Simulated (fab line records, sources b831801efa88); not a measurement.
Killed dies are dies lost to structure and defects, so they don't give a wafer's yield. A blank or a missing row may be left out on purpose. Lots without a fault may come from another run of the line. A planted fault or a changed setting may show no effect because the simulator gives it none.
A struck lot beside a sound one | flow gf180mcu | 14 steps out of a route of 602
Sound: wafers L948.1, L948.2, L948.3. Struck: wafers L955.1, L955.2, L955.4. The cause comes at the end.
At each step with rows: each side's tool, then ch and its chambers, then its first start. Under that, the readings that differ: sound wafers | struck wafers | difference of the means | sigmas: that difference in standard deviations of wafers without a fault.
alike: readings whose means differ by less than 2 such deviations, and words and numbers that are the same on both sides. not compared: withheld readings, readings that some wafer has no value for, bounds like >300 that may hide the same value, and numbers for which the record gives no deviation and whose values overlap.
The two part at a step that has a row with sigmas, a row that says differs or no value, or rows on one side only. Numbers that don't overlap but have no deviation are shown without sigmas and don't part them. A reading that every wafer of one side lacks parts them only if that side has two wafers or more.

GF_M4_SPUTTER_01: material TiN, target thk 30 nm, time 25 s.
  sound on pvd_sputter-01, day 22 08:26; struck on pvd_sputter-01, day 25 09:10
  alike: throttle_valve_pct
GF_M4_SPUTTER_02: material AlCu, target thk 450 nm, time 23.9 s.
  sound on pvd_sputter-01, day 22 08:28; struck on pvd_sputter-01, day 25 09:11
  alike: throttle_valve_pct
GF_M4_SPUTTER_03: material Ti, target thk 10 nm, time 6.7 s.
  sound on pvd_sputter-01, day 22 08:30; struck on pvd_sputter-01, day 25 09:14
  alike: throttle_valve_pct
GF_M4_SPUTTER_04: material TiN, target thk 50 nm, time 41.7 s.
  sound on pvd_sputter-01, day 22 08:31; struck on pvd_sputter-01, day 25 09:15
  alike: throttle_valve_pct
GF_M4_RS_MEAS_05: measures by four-point-probe.
  sound on film_metro-01, day 22 08:34; struck on film_metro-04, day 25 09:17
  alike: M4_ALCU_RS
GF_M4_THK_MEAS_06: measures by xrf.
  sound on film_metro-01, day 22 08:41; struck on film_metro-04, day 25 09:25
  alike: M4_ALCU_THK
then, 6 steps without rows for these wafers: GF_M4_DEHYDRATE_07 (time 60 s); GF_M4_HMDS_08 (prime time 60 s); GF_M4_COAT_09 (resist thk 1000 nm); GF_M4_SOFTBAKE_10 (time 60 s); GF_M4_EXPOSE_11 (exposes mask Metal4, target cd 280 nm); GF_M4_PEB_12 (peb time 90 s).
GF_M4_DEVELOP_13: develop time 60 s.
  sound on litho_track-04 ch 0, day 23 07:37; struck on litho_track-04, day 26 05:34
  no value came back on the struck wafers for chill_plate_temp_C (C), develop_time_s (s); on the sound wafers chill_plate_temp_C (C) reads 23.07 23.05 22.95
  reading                             | sound             | struck           | difference | sigmas
  model.KrF_of_M4_COAT_09.thk_nm (nm) | 978.3 979.8 980.2 | 998.5 1002 993.1 | +18.4      |
GF_M4_CD_MEAS_14: target cd 280 nm.
  sound on cd_sem-02, day 23 07:46; struck on cd_sem-02, day 26 05:43
  reading    | sound             | struck | difference                    | sigmas
  cd_nm (nm) | 278.7 280.0 278.4 | - - -  | no value on the struck wafers |

WHERE THEY PART
First at GF_M4_DEVELOP_13; last, within this record, at GF_M4_CD_MEAS_14.

WHY: what the simulator had put in
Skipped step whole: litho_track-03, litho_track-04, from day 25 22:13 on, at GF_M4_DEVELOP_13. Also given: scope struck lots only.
